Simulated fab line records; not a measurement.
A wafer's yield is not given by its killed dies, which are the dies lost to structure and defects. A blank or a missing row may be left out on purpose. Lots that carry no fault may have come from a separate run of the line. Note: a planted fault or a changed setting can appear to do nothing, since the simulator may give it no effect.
Which of the tools did it? | flow gf180mcu | 18 wafers sampled from 6 lots at 1 step of a route of 602

## WHAT THE GAUGES SHOWED, per wafer
GF_NWELL_TW_MEAS_11.
lot  | measured    | on           | NWELL_TW
L859 | day 3 15:17 | filmMetro-04 | 1563 1567 1561
L863 | day 4 12:02 | filmMetro-04 | 1560 1561 1552
L865 | day 4 20:56 | filmMetro-03 | 1571 1569 1567
L867 | day 5 08:59 | filmMetro-03 | 1567 1563 1566
L873 | day 6 17:28 | filmMetro-03 | 1583 1589 1591
L879 | day 8 03:22 | filmMetro-03 | 1575 1579 1583

## WHICH TOOL RAN EACH LOT (tool, then ch and the chambers of the sampled wafers, then the start)
Before these readings, the record contains no process step.

## THE ANSWER, worked out from the rows above alone
Rule: the lots themselves supply what counts as usual. Put in order of their means at a reading, lots are off if they are a third of the lots or fewer, leave a main group of 4 or more, and stand apart from it by a gap of 3 or more times the standard deviation of the main group's means; of several such gaps the widest counts. The tables above print the reading to a certain number of digits; a main group whose means all agree to those digits is not used. Also off: a lot with no number at a reading for which 4 or more lots have one. All remaining lots with rows at the step are treated as sound.
No lot is off at any reading shown: from this, nothing can be told.

## WHAT THE SIMULATOR HAD PUT IN
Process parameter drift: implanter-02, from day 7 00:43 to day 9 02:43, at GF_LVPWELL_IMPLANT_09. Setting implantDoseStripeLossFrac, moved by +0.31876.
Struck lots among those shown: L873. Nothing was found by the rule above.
